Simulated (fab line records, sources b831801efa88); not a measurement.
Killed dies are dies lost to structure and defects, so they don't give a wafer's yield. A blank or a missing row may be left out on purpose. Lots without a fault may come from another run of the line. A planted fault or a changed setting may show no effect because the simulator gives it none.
One fault seen from 2 desks | flow sfq_line | each desk has only its own numbers; what lay behind them comes last

THE TOOL OWNER'S DESK: litho_track-02
The tool's own readings at SFQ_TRILAYER_I2_VIA_LITHO_COAT_067 (resist thk 650 nm): means of the sampled wafers that have a number, for each lot that ran on this tool. A lot is out of limits, marked OUT, if its mean lies more than 4 standard deviations from the usual mean; the brackets give that distance.
Columns: A = spin_speed_rpm at SFQ_TRILAYER_I2_VIA_LITHO_COAT_067, usual 2999.9 rpm
lot  | first seen here | A
L354 | day 35 13:04    | 2997.6
L356 | day 35 22:07    | 2999.8
L358 | day 36 08:45    | 2999.0
L366 | day 39 08:29    | 2997.1
This desk's finding: nothing out of limits on any of the 4 lots.

THE METROLOGY DESK
What the gauges read, lot by lot, whatever tool the lot ran on: means of the sampled wafers that have a number. A lot is out of limits, marked OUT, if its mean lies more than 4 standard deviations from the usual mean; the brackets give that distance.
Columns: A = M2_OVL at SFQ_M2_OVL_MEAS_916, usual 4 nm; B = I2_BOW at SFQ_I2_BOW_MEAS_917, usual 1 um; C = I2_OVL at SFQ_I2_OVL_MEAS_918, usual -1 nm
lot  | first seen here | A  | B  | C
L346 | day 31 15:32    | 1  | -2 | 8
L354 | day 34 15:11    | 14 | -0 | -7
L355 | day 34 22:23    | -2 | 4  | -7
L356 | day 35 06:47    | -1 | 11 | 7
L358 | day 36 03:01    | -1 | -6 | 6
L366 | day 39 02:45    | 8  | 19 | -3
L367 | day 39 09:57    | 0  | 6  | -2
This desk's finding: nothing out of limits on any of the 7 lots.

PUT TOGETHER
The tool owner's desk saw nothing out of limits.
The metrology desk saw nothing out of limits.

WHAT THE SIMULATOR HAD PUT IN
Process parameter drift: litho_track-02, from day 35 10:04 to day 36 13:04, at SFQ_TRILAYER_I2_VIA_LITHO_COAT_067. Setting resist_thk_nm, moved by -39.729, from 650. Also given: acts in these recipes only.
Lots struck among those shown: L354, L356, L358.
